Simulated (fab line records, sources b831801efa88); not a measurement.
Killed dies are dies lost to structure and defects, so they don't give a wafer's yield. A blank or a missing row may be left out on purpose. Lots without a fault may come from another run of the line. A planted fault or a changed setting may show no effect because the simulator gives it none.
Which tool did it? | flow sky130 | 24 lots, 72 wafers sampled, at 6 steps of a route of 708

WHAT THE GAUGES READ, wafer by wafer
The record holds no reading of a measuring or inspecting step that can be judged against a usual standard deviation.

WHICH TOOL RAN EACH LOT (tool, then ch and the chambers of the sampled wafers, then the start)
lot  | SKY_VIA2_ETCH_14                   | SKY_VIA4_CMP_02               | SKY_VIA4_STRIP_13                    | SKY_METAL5_SPUTTER_02        | SKY_METAL5_DESCUM_14              | SKY_METAL5_METAL_ETCH_15
L074 | rie_diel-03 ch 0,3, day 35 20:58   | cmp-02 ch 0,1,3, day 41 09:35 | plasma_asher-03 ch 0,1, day 42 09:32 | pvd_sputter-02, day 42 10:52 | rie_metal-01 ch 0,1, day 43 09:16 | rie_metal-01 ch 0,1, day 43 09:19
L075 | rie_diel-02 ch 0,2,3, day 36 05:04 | cmp-02 ch 1,2,3, day 41 16:26 | plasma_asher-04 ch 0,1, day 42 14:59 | pvd_sputter-03, day 42 16:19 | rie_metal-03 ch 0,1, day 43 14:19 | rie_metal-03 ch 0,1, day 43 14:22
L076 | rie_diel-03 ch 0,1,2, day 36 13:26 | cmp-02 ch 0,1,2, day 42 01:45 | plasma_asher-01 ch 0,1, day 43 00:28 | pvd_sputter-03, day 43 01:50 | rie_metal-03 ch 0,1, day 43 23:34 | rie_metal-03 ch 0,1, day 43 23:37
L077 | rie_diel-03 ch 0,1,3, day 36 19:31 | cmp-02 ch 0,1,3, day 42 08:16 | plasma_asher-01 ch 0,1, day 43 06:14 | pvd_sputter-01, day 43 07:34 | rie_metal-04 ch 0,1, day 44 05:38 | rie_metal-04 ch 0,1, day 44 05:41
L078 | rie_diel-04 ch 0,2, day 37 21:15   | cmp-02 ch 0,1,3, day 43 04:39 | plasma_asher-03 ch 0,1, day 44 02:59 | pvd_sputter-02, day 44 04:19 | rie_metal-03 ch 0, day 45 02:16   | rie_metal-03 ch 0, day 45 02:19
L079 | rie_diel-02 ch 0,2, day 38 05:39   | cmp-02 ch 0,2, day 43 13:47   | plasma_asher-03 ch 0,1, day 44 12:55 | pvd_sputter-03, day 44 14:14 | rie_metal-01 ch 0,1, day 45 11:38 | rie_metal-01 ch 0,1, day 45 11:41
L080 | rie_diel-03 ch 0,2, day 38 10:34   | cmp-01 ch 1,2, day 43 17:27   | plasma_asher-04 ch 0,1, day 44 16:01 | pvd_sputter-02, day 44 17:22 | rie_metal-03 ch 0,1, day 45 14:42 | rie_metal-03 ch 0,1, day 45 14:44
L081 | rie_diel-04 ch 1,2, day 38 11:09   | cmp-02 ch 0,1,2, day 43 19:05 | plasma_asher-04 ch 0,1, day 44 17:17 | pvd_sputter-02, day 44 18:37 | rie_metal-01 ch 0,1, day 45 15:25 | rie_metal-01 ch 0,1, day 45 15:28
L082 | rie_diel-02 ch 2,3, day 38 16:09   | cmp-02 ch 0,2, day 43 22:29   | plasma_asher-01 ch 0,1, day 44 20:43 | pvd_sputter-03, day 44 22:02 | rie_metal-04 ch 0,1, day 45 19:12 | rie_metal-04 ch 0,1, day 45 19:14
L083 | rie_diel-02 ch 0,2,3, day 39 01:34 | cmp-02 ch 1,2,3, day 44 05:54 | plasma_asher-04 ch 0,1, day 45 03:56 | pvd_sputter-01, day 45 05:16 | rie_metal-01 ch 0,1, day 46 02:22 | rie_metal-01 ch 0,1, day 46 02:25
L084 | rie_diel-02 ch 1,2, day 39 09:15   | cmp-02 ch 0,1,2, day 44 14:11 | plasma_asher-03 ch 0,1, day 45 11:58 | pvd_sputter-02, day 45 13:19 | rie_metal-03 ch 1, day 46 09:44   | rie_metal-03 ch 1, day 46 09:52
L085 | rie_diel-03 ch 0,1,3, day 39 20:40 | cmp-01 ch 0,1,2, day 45 00:33 | plasma_asher-01 ch 0,1, day 45 22:16 | pvd_sputter-03, day 45 23:40 | rie_metal-03 ch 1, day 46 19:21   | rie_metal-03 ch 1, day 46 19:25
L086 | rie_diel-03 ch 0,2,3, day 39 22:30 | cmp-02 ch 0,1,2, day 45 02:41 | plasma_asher-03 ch 0,1, day 45 23:28 | pvd_sputter-02, day 46 00:55 | rie_metal-01 ch 0,1, day 46 21:22 | rie_metal-01 ch 0,1, day 46 21:25
L087 | rie_diel-04 ch 0,2, day 40 02:03   | cmp-02 ch 1,2,3, day 45 03:42 | plasma_asher-04 ch 0,1, day 46 01:25 | pvd_sputter-02, day 46 02:44 | rie_metal-03 ch 1, day 46 22:19   | rie_metal-03 ch 1, day 46 22:23
L088 | rie_diel-04 ch 1,2,3, day 40 09:24 | cmp-02 ch 0,1,2, day 45 11:53 | plasma_asher-04 ch 0,1, day 46 09:01 | pvd_sputter-03, day 46 10:20 | rie_metal-04 ch 0,1, day 47 05:30 | rie_metal-04 ch 0,1, day 47 05:32
L089 | rie_diel-04 ch 1,3, day 40 17:36   | cmp-01 ch 0,2,3, day 45 17:53 | plasma_asher-04 ch 0,1, day 46 14:17 | pvd_sputter-02, day 46 15:54 | rie_metal-03 ch 1, day 47 11:39   | rie_metal-03 ch 1, day 47 11:41
L090 | rie_diel-02 ch 0,2,3, day 40 21:43 | cmp-02 ch 2,3, day 45 20:25   | plasma_asher-01 ch 0,1, day 46 16:32 | pvd_sputter-01, day 46 19:25 | rie_metal-01 ch 0,1, day 47 15:45 | rie_metal-01 ch 0,1, day 47 15:51
L091 | rie_diel-02 ch 0,1,3, day 41 07:33 | cmp-02 ch 0,2, day 46 06:49   | plasma_asher-01 ch 0,1, day 47 01:46 | pvd_sputter-02, day 47 03:06 | rie_metal-01 ch 0, day 47 22:56   | rie_metal-01 ch 0, day 47 22:59
L092 | rie_diel-03 ch 0,1, day 41 08:07   | cmp-02 ch 2,3, day 46 07:04   | plasma_asher-01 ch 0,1, day 47 02:31 | pvd_sputter-01, day 47 03:49 | rie_metal-04 ch 0,1, day 47 23:01 | rie_metal-04 ch 0,1, day 47 23:07
L094 | rie_diel-02 ch 0,1,2, day 41 23:00 | cmp-02 ch 1,2,3, day 46 20:16 | plasma_asher-03 ch 0,1, day 47 16:11 | pvd_sputter-03, day 47 17:31 | rie_metal-01 ch 0,1, day 48 12:20 | rie_metal-01 ch 0,1, day 48 12:23
L093 | rie_diel-03 ch 1,2, day 42 08:37   | cmp-01 ch 0,2, day 47 01:56   | plasma_asher-01 ch 0,1, day 47 21:04 | pvd_sputter-03, day 47 22:33 | rie_metal-01 ch 0,1, day 48 17:53 | rie_metal-01 ch 0,1, day 48 17:56
L095 | rie_diel-02 ch 0,1, day 42 20:40   | cmp-02 ch 0,2,3, day 47 15:26 | plasma_asher-03 ch 0,1, day 48 10:08 | pvd_sputter-02, day 48 11:48 | rie_metal-03 ch 0,1, day 49 05:23 | rie_metal-03 ch 0,1, day 49 05:26
L097 | rie_diel-03 ch 1,2, day 43 01:30   | cmp-02 ch 0,2,3, day 47 19:35 | plasma_asher-03 ch 0,1, day 48 14:16 | pvd_sputter-01, day 48 15:39 | rie_metal-03 ch 0,1, day 49 08:52 | rie_metal-03 ch 0,1, day 49 08:55
L096 | rie_diel-04 ch 0,3, day 43 02:12   | cmp-02 ch 1,2,3, day 47 20:08 | plasma_asher-03 ch 0,1, day 48 14:34 | pvd_sputter-02, day 48 15:57 | rie_metal-03 ch 0,1, day 49 09:08 | rie_metal-03 ch 0,1, day 49 09:11
- SKY_VIA2_ETCH_14: etches BARC in N2/H2, stops on SiO2, time 45.9 s, target depth 60 nm.
- SKY_VIA4_CMP_02: polishes SiO2.
- SKY_VIA4_STRIP_13: strips in O2/N2.
- SKY_METAL5_SPUTTER_02: material AlCu, target thk 1150 nm, time 61.2 s.
- SKY_METAL5_DESCUM_14: chemistry O2, time 11 s.
- SKY_METAL5_METAL_ETCH_15: etches the open film in Cl2/BCl3, stops on SiO2, target depth 1260 nm, time 252 s.

WHAT THE TOOLS THEMSELVES READ (means of the sampled wafers that have a number; where no wafer has one, the mark that the record gives instead)
SKY_VIA2_ETCH_14.
lot  | tool        | drypump_motor_current_A (A) | oes_product_au (a.u.) | throttle_valve_pct (%)
L074 | rie_diel-03 | 5.9                         | 0.851                 | 13.227
L075 | rie_diel-02 | 5.9                         | 0.852                 | 13.232
L076 | rie_diel-03 | 5.7                         | 0.855                 | 13.219
L077 | rie_diel-03 | 5.8                         | 0.854                 | 13.227
L078 | rie_diel-04 | 6.3                         | 0.856                 | 13.226
L079 | rie_diel-02 | 6.2                         | 0.853                 | 13.228
L080 | rie_diel-03 | 5.8                         | 0.853                 | 13.232
L081 | rie_diel-04 | 5.7                         | 0.852                 | 13.222
L082 | rie_diel-02 | 5.9                         | 0.852                 | 13.218
L083 | rie_diel-02 | 5.9                         | 0.852                 | 13.229
L084 | rie_diel-02 | 6.2                         | 0.854                 | 13.227
L085 | rie_diel-03 | 5.7                         | 0.855                 | 13.234
L086 | rie_diel-03 | 5.8                         | 0.852                 | 13.216
L087 | rie_diel-04 | 6.2                         | 0.846                 | 13.228
L088 | rie_diel-04 | 5.6                         | 0.853                 | 13.228
L089 | rie_diel-04 | 5.4                         | 0.852                 | 13.225
L090 | rie_diel-02 | 5.9                         | 0.854                 | 13.222
L091 | rie_diel-02 | 5.5                         | 0.853                 | 13.226
L092 | rie_diel-03 | 5.8                         | 0.850                 | 13.217
L094 | rie_diel-02 | 5.9                         | 0.855                 | 13.221
L093 | rie_diel-03 | 5.6                         | 0.851                 | 13.222
L095 | rie_diel-02 | 5.5                         | 0.852                 | 13.216
L097 | rie_diel-03 | 5.6                         | 0.855                 | 13.217
L096 | rie_diel-04 | 6.2                         | 0.857                 | 13.226

SKY_VIA4_CMP_02.
lot  | tool   | motor_current_A (A)
L074 | cmp-02 | 12.2
L075 | cmp-02 | 12.2
L076 | cmp-02 | 12.3
L077 | cmp-02 | 12.6
L078 | cmp-02 | 11.9
L079 | cmp-02 | 12.3
L080 | cmp-01 | 13.9
L081 | cmp-02 | 13.1
L082 | cmp-02 | 12.6
L083 | cmp-02 | 12.1
L084 | cmp-02 | 13.1
L085 | cmp-01 | 13.8
L086 | cmp-02 | 12.7
L087 | cmp-02 | 12.7
L088 | cmp-02 | 13.1
L089 | cmp-01 | 12.8
L090 | cmp-02 | 12.1
L091 | cmp-02 | 13.0
L092 | cmp-02 | 12.0
L094 | cmp-02 | 12.7
L093 | cmp-01 | 13.3
L095 | cmp-02 | 12.1
L097 | cmp-02 | 12.0
L096 | cmp-02 | 12.7

SKY_VIA4_STRIP_13.
lot  | tool            | drypump_motor_current_A (A) | oes_product_au (a.u.) | strip_time_to_endpoint_s (s)
L074 | plasma_asher-03 | 5.4                         | 0.710                 | 12.800
L075 | plasma_asher-04 | 5.4                         | 0.704                 | 12.795
L076 | plasma_asher-01 | 5.4                         | 0.703                 | 12.818
L077 | plasma_asher-01 | 5.5                         | 0.714                 | 12.799
L078 | plasma_asher-03 | 5.4                         | 0.711                 | 12.806
L079 | plasma_asher-03 | 5.4                         | 0.709                 | 12.801
L080 | plasma_asher-04 | 5.4                         | 0.711                 | 12.796
L081 | plasma_asher-04 | 5.4                         | 0.709                 | 12.804
L082 | plasma_asher-01 | 5.2                         | 0.709                 | 12.824
L083 | plasma_asher-04 | 5.1                         | 0.709                 | 12.790
L084 | plasma_asher-03 | 5.4                         | 0.708                 | 12.794
L085 | plasma_asher-01 | 5.2                         | 0.709                 | 12.838
L086 | plasma_asher-03 | 5.3                         | 0.712                 | 12.827
L087 | plasma_asher-04 | 5.1                         | 0.709                 | 12.792
L088 | plasma_asher-04 | 5.4                         | 0.710                 | 12.792
L089 | plasma_asher-04 | 5.1                         | 0.710                 | 12.825
L090 | plasma_asher-01 | 5.4                         | 0.710                 | 12.798
L091 | plasma_asher-01 | 5.5                         | 0.711                 | 12.809
L092 | plasma_asher-01 | 5.5                         | 0.711                 | 12.806
L094 | plasma_asher-03 | 5.4                         | 0.708                 | 12.846
L093 | plasma_asher-01 | 5.5                         | 0.709                 | 12.795
L095 | plasma_asher-03 | 5.3                         | 0.707                 | 12.808
L097 | plasma_asher-03 | 5.4                         | 0.710                 | 12.823
L096 | plasma_asher-03 | 5.4                         | 0.715                 | 12.810

SKY_METAL5_SPUTTER_02.
lot  | tool           | chamber_pressure_pa (Pa) | throttle_valve_pct (%)
L074 | pvd_sputter-02 | 0.3998                   | 30.0
L075 | pvd_sputter-03 | 0.4007                   | 29.3
L076 | pvd_sputter-03 | 0.3997                   | 29.5
L077 | pvd_sputter-01 | 0.4001                   | 28.6
L078 | pvd_sputter-02 | 0.3998                   | 30.2
L079 | pvd_sputter-03 | 0.3995                   | 29.8
L080 | pvd_sputter-02 | 0.3995                   | 30.2
L081 | pvd_sputter-02 | 0.3996                   | 29.2
L082 | pvd_sputter-03 | 0.3994                   | 29.5
L083 | pvd_sputter-01 | 0.4001                   | 28.9
L084 | pvd_sputter-02 | 0.4001                   | 29.6
L085 | pvd_sputter-03 | 0.4001                   | 29.5
L086 | pvd_sputter-02 | 0.4006                   | 29.9
L087 | pvd_sputter-02 | 0.4006                   | 30.2
L088 | pvd_sputter-03 | 0.3989                   | 29.3
L089 | pvd_sputter-02 | 0.3996                   | 30.9
L090 | pvd_sputter-01 | 0.4001                   | 29.1
L091 | pvd_sputter-02 | 0.3996                   | 30.6
L092 | pvd_sputter-01 | 0.3997                   | 29.4
L094 | pvd_sputter-03 | 0.4001                   | 29.5
L093 | pvd_sputter-03 | 0.4000                   | 29.8
L095 | pvd_sputter-02 | 0.4002                   | 29.7
L097 | pvd_sputter-01 | 0.3998                   | 29.2
L096 | pvd_sputter-02 | 0.3998                   | 29.9

SKY_METAL5_DESCUM_14.
lot  | tool         | drypump_motor_current_A (A) | oes_product_au (a.u.)
L074 | rie_metal-01 | 6.4                         | 0.987
L075 | rie_metal-03 | 6.0                         | 0.990
L076 | rie_metal-03 | 6.0                         | 0.988
L077 | rie_metal-04 | 5.7                         | 0.991
L078 | rie_metal-03 | 5.5                         | 1.006
L079 | rie_metal-01 | 6.5                         | 0.986
L080 | rie_metal-03 | 6.0                         | 1.006
L081 | rie_metal-01 | 6.4                         | 0.991
L082 | rie_metal-04 | 5.7                         | 0.986
L083 | rie_metal-01 | 6.4                         | 0.989
L084 | rie_metal-03 | 6.2                         | 0.996
L085 | rie_metal-03 | 6.2                         | 0.983
L086 | rie_metal-01 | 6.5                         | 0.975
L087 | rie_metal-03 | 6.2                         | 0.992
L088 | rie_metal-04 | 5.4                         | 0.984
L089 | rie_metal-03 | 6.2                         | 0.988
L090 | rie_metal-01 | 6.5                         | 0.997
L091 | rie_metal-01 | 6.3                         | 0.998
L092 | rie_metal-04 | 5.7                         | 0.990
L094 | rie_metal-01 | 6.4                         | 0.991
L093 | rie_metal-01 | 6.5                         | 0.986
L095 | rie_metal-03 | 6.0                         | 0.995
L097 | rie_metal-03 | 5.7                         | 0.998
L096 | rie_metal-03 | 5.8                         | 1.005

SKY_METAL5_METAL_ETCH_15.
lot  | tool         | drypump_motor_current_A (A) | oes_product_au (a.u.) | throttle_valve_pct (%)
L074 | rie_metal-01 | 6.4                         | 0.892                 | 22.262
L075 | rie_metal-03 | 6.0                         | 0.894                 | 22.262
L076 | rie_metal-03 | 6.0                         | 0.899                 | 22.264
L077 | rie_metal-04 | 5.7                         | 0.896                 | 22.255
L078 | rie_metal-03 | 5.5                         | 0.891                 | 22.255
L079 | rie_metal-01 | 6.4                         | 0.891                 | 22.260
L080 | rie_metal-03 | 6.0                         | 0.895                 | 22.262
L081 | rie_metal-01 | 6.5                         | 0.894                 | 22.263
L082 | rie_metal-04 | 5.7                         | 0.897                 | 22.261
L083 | rie_metal-01 | 6.4                         | 0.887                 | 22.264
L084 | rie_metal-03 | 6.2                         | 0.894                 | 22.271
L085 | rie_metal-03 | 6.2                         | 0.892                 | 22.269
L086 | rie_metal-01 | 6.4                         | 0.893                 | 22.272
L087 | rie_metal-03 | 6.2                         | 0.887                 | 22.266
L088 | rie_metal-04 | 5.3                         | 0.897                 | 22.265
L089 | rie_metal-03 | 6.2                         | 0.894                 | 22.265
L090 | rie_metal-01 | 6.5                         | 0.891                 | 22.273
L091 | rie_metal-01 | 6.3                         | 0.894                 | 22.263
L092 | rie_metal-04 | 5.7                         | 0.887                 | 22.266
L094 | rie_metal-01 | 6.4                         | 0.898                 | 22.266
L093 | rie_metal-01 | 6.5                         | 0.889                 | 22.263
L095 | rie_metal-03 | 6.0                         | 0.897                 | 22.267
L097 | rie_metal-03 | 5.7                         | 0.896                 | 22.255
L096 | rie_metal-03 | 5.7                         | 0.891                 | 22.260

THE ANSWER, worked out from the rows above alone
Rule: what is usual is taken from the lots themselves. Put in order of their means at a reading, lots are off if they are a third of the lots or fewer, leave a main group of 4 or more, and stand apart from it by a gap of 3 or more times the standard deviation of the main group's means; of several such gaps the widest counts. A main group whose means are all the same, to the digits that the tables above print for the reading, isn't used. A lot without any number at a reading at which 4 lots or more have one is off too. The other lots that the step has rows for count as sound. The gauges are gone through in route order, then the tools' own readings, and for those a lot's mean is taken as printed above. The first step at which some lot is off is used, and at that step the reading that is off furthest; a lot without a number counts as furthest.
No lot is off at any reading shown: from this, nothing can be told.

WHAT THE SIMULATOR HAD PUT IN
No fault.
